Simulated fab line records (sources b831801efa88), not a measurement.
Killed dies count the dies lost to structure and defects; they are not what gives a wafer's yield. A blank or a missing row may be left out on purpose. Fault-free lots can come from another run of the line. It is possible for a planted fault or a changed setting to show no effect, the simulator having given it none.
Shared-tool check || flow gf180mcu || Sampled: 11 lots, 33 wafers

## REASON FOR OPENING
2 of 11 lots carry a flag on the reading M1_ALCU_RS at GF_M1_RS_MEAS_05. No-fault wafers: 0.0694 ohm/sq, standard deviation 0.00087.
Rule: a lot is flagged in two cases, either no wafer of it has a number, or all its wafers with numbers fall more than 4 standard deviations from that mean. As for the other lots, they are considered sound.

{"lot": "L439", "measured": "day 16 02:05", "on": "film_metro-03", "M1_ALCU_RS (ohm/sq), wafer by wafer": "0.0696 0.0686 0.0689", "flag": ""}
{"lot": "L442", "measured": "day 16 23:46", "on": "film_metro-03", "M1_ALCU_RS (ohm/sq), wafer by wafer": "0.0691 0.0683 0.0682", "flag": ""}
{"lot": "L444", "measured": "day 17 23:13", "on": "film_metro-01", "M1_ALCU_RS (ohm/sq), wafer by wafer": "0.0693 0.0683 0.0688", "flag": ""}
{"lot": "L446", "measured": "day 18 23:29", "on": "film_metro-01", "M1_ALCU_RS (ohm/sq), wafer by wafer": "0.0699 0.0675 0.0687", "flag": ""}
{"lot": "L452", "measured": "day 21 02:03", "on": "film_metro-03", "M1_ALCU_RS (ohm/sq), wafer by wafer": "0.0687 0.0701 0.0709", "flag": ""}
{"lot": "L456", "measured": "day 22 05:53", "on": "film_metro-02", "M1_ALCU_RS (ohm/sq), wafer by wafer": "0.0685 0.0695 0.0693", "flag": ""}
{"lot": "L457", "measured": "day 22 13:35", "on": "film_metro-01", "M1_ALCU_RS (ohm/sq), wafer by wafer": "0.1063 0.1057 0.1054", "flag": "FLAGGED"}
{"lot": "L458", "measured": "day 23 01:44", "on": "film_metro-01", "M1_ALCU_RS (ohm/sq), wafer by wafer": "0.1042 0.0991 0.1029", "flag": "FLAGGED"}
{"lot": "L459", "measured": "day 23 06:09", "on": "film_metro-03", "M1_ALCU_RS (ohm/sq), wafer by wafer": "0.0691 0.0703 0.0699", "flag": ""}
{"lot": "L460", "measured": "day 23 12:01", "on": "film_metro-01", "M1_ALCU_RS (ohm/sq), wafer by wafer": "0.0695 0.0681 0.0697", "flag": ""}
{"lot": "L462", "measured": "day 24 08:35", "on": "film_metro-01", "M1_ALCU_RS (ohm/sq), wafer by wafer": "0.0699 0.0694 0.0686", "flag": ""}
Average over the flagged lots: 0.1039 ohm/sq; offset from the usual +0.0345 ohm/sq, equal to +40 standard deviations.

## WHICH TOOL RAN EACH LOT
Before the reading, the record contains 3 process steps out of a 602-step route. Read each cell as the tool, then ch plus the chambers that the sampled wafers visited, then the start.
{"lot": "L439", "flag": "", "GF_PSD_RTA_13": "rtp_anneal-01 ch 0, day 14 06:53", "GF_CONTACT_CVD_02": "pecvd-04 ch 0,1,2, day 15 01:58", "GF_M1_SPUTTER_02": "pvd_sputter-02, day 16 02:00"}
{"lot": "L442", "flag": "", "GF_PSD_RTA_13": "rtp_anneal-02 ch 0, day 15 00:09", "GF_CONTACT_CVD_02": "pecvd-04 ch 1,2, day 15 23:49", "GF_M1_SPUTTER_02": "pvd_sputter-02, day 16 23:40"}
{"lot": "L444", "flag": "", "GF_PSD_RTA_13": "rtp_anneal-01 ch 0, day 15 21:45", "GF_CONTACT_CVD_02": "pecvd-02 ch 1,2, day 16 21:31", "GF_M1_SPUTTER_02": "pvd_sputter-02, day 17 23:07"}
{"lot": "L446", "flag": "", "GF_PSD_RTA_13": "rtp_anneal-01 ch 0, day 16 20:20", "GF_CONTACT_CVD_02": "pecvd-02 ch 0,1,2, day 17 21:25", "GF_M1_SPUTTER_02": "pvd_sputter-02, day 18 23:24"}
{"lot": "L452", "flag": "", "GF_PSD_RTA_13": "rtp_anneal-02 ch 0, day 18 22:31", "GF_CONTACT_CVD_02": "pecvd-03 ch 1,2, day 20 00:29", "GF_M1_SPUTTER_02": "pvd_sputter-02, day 21 01:58"}
{"lot": "L456", "flag": "", "GF_PSD_RTA_13": "rtp_anneal-01 ch 0, day 20 02:05", "GF_CONTACT_CVD_02": "pecvd-03 ch 0,1,2, day 21 04:10", "GF_M1_SPUTTER_02": "pvd_sputter-02, day 22 05:47"}
{"lot": "L457", "flag": "FLAGGED", "GF_PSD_RTA_13": "rtp_anneal-01 ch 0, day 20 11:48", "GF_CONTACT_CVD_02": "pecvd-02 ch 0,1,2, day 21 12:31", "GF_M1_SPUTTER_02": "pvd_sputter-01, day 22 13:26"}
{"lot": "L458", "flag": "FLAGGED", "GF_PSD_RTA_13": "rtp_anneal-01 ch 0, day 21 00:08", "GF_CONTACT_CVD_02": "pecvd-04 ch 0,1, day 22 01:12", "GF_M1_SPUTTER_02": "pvd_sputter-01, day 23 01:39"}
{"lot": "L459", "flag": "", "GF_PSD_RTA_13": "rtp_anneal-02 ch 0, day 21 03:42", "GF_CONTACT_CVD_02": "pecvd-02 ch 0,1,2, day 22 04:43", "GF_M1_SPUTTER_02": "pvd_sputter-03, day 23 06:04"}
{"lot": "L460", "flag": "", "GF_PSD_RTA_13": "rtp_anneal-02 ch 0, day 21 10:05", "GF_CONTACT_CVD_02": "pecvd-03 ch 0,1,2, day 22 11:20", "GF_M1_SPUTTER_02": "pvd_sputter-02, day 23 11:52"}
{"lot": "L462", "flag": "", "GF_PSD_RTA_13": "rtp_anneal-01 ch 0, day 22 07:14", "GF_CONTACT_CVD_02": "pecvd-04 ch 0,2, day 23 07:49", "GF_M1_SPUTTER_02": "pvd_sputter-03, day 24 08:30"}
What is done by these steps:
- GF_PSD_RTA_13: time 20 s.
- GF_CONTACT_CVD_02: deposits SiO2 from TEOS, target thk 860 nm, time 95.992 s.
- GF_M1_SPUTTER_02: material AlCu, target thk 450 nm, time 23.9 s.
- GF_M1_RS_MEAS_05: measures by four-point-probe.

## FLAGGED OVER TOTAL, TOOL BY TOOL (the gauges that took the reading come last)
{"step": "GF_PSD_RTA_13", "tool": "rtp_anneal-01", "lots run": 7, "flagged": 2, "share of the flagged lots": "all", "sound lots run after its first flagged lot": "1 (L462)"}
{"step": "GF_PSD_RTA_13", "tool": "rtp_anneal-02", "lots run": 4, "flagged": 0, "share of the flagged lots": "none", "sound lots run after its first flagged lot": "-"}
{"step": "GF_CONTACT_CVD_02", "tool": "pecvd-02", "lots run": 4, "flagged": 1, "share of the flagged lots": "some", "sound lots run after its first flagged lot": "1 (L459)"}
{"step": "GF_CONTACT_CVD_02", "tool": "pecvd-03", "lots run": 3, "flagged": 0, "share of the flagged lots": "none", "sound lots run after its first flagged lot": "-"}
{"step": "GF_CONTACT_CVD_02", "tool": "pecvd-04", "lots run": 4, "flagged": 1, "share of the flagged lots": "some", "sound lots run after its first flagged lot": "1 (L462)"}
{"step": "GF_M1_SPUTTER_02", "tool": "pvd_sputter-01", "lots run": 2, "flagged": 2, "share of the flagged lots": "all", "sound lots run after its first flagged lot": 0}
{"step": "GF_M1_SPUTTER_02", "tool": "pvd_sputter-02", "lots run": 7, "flagged": 0, "share of the flagged lots": "none", "sound lots run after its first flagged lot": "-"}
{"step": "GF_M1_SPUTTER_02", "tool": "pvd_sputter-03", "lots run": 2, "flagged": 0, "share of the flagged lots": "none", "sound lots run after its first flagged lot": "-"}
{"step": "GF_M1_RS_MEAS_05", "tool": "film_metro-01", "lots run": 6, "flagged": 2, "share of the flagged lots": "all", "sound lots run after its first flagged lot": "2 (L460,L462)"}
{"step": "GF_M1_RS_MEAS_05", "tool": "film_metro-02", "lots run": 1, "flagged": 0, "share of the flagged lots": "none", "sound lots run after its first flagged lot": "-"}
{"step": "GF_M1_RS_MEAS_05", "tool": "film_metro-03", "lots run": 4, "flagged": 0, "share of the flagged lots": "none", "sound lots run after its first flagged lot": "-"}

## WHAT IS ALLOWED BY THE TABLE
All flagged lots were run by 3 table rows, namely rtp_anneal-01 at GF_PSD_RTA_13, pvd_sputter-01 at GF_M1_SPUTTER_02, film_metro-01 at GF_M1_RS_MEAS_05.
- rtp_anneal-01 at GF_PSD_RTA_13: 2 of its 7 lots flagged. Lots that were sound ran on it after the first flagged one (L462); a persistent fault on the entire tool would not allow that.
- pvd_sputter-01 at GF_M1_SPUTTER_02: 2 of its 2 lots flagged. In this sample it ran no sound lot ahead of its first flagged lot, so there is no way to narrow down the start.
- film_metro-01 at GF_M1_RS_MEAS_05: 2 of its 6 lots flagged. Lots that were sound ran on it after the first flagged one (L460, L462); a persistent fault on the entire tool would not allow that.
Left over: one tool, pvd_sputter-01 at GF_M1_SPUTTER_02.

## WHAT THE SIMULATOR HAD PUT IN
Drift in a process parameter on pvd_sputter-01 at GF_M1_SPUTTER_02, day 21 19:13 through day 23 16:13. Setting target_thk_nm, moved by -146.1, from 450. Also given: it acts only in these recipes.
Struck lots among those shown: L457, L458. The rule above reached the same finding.
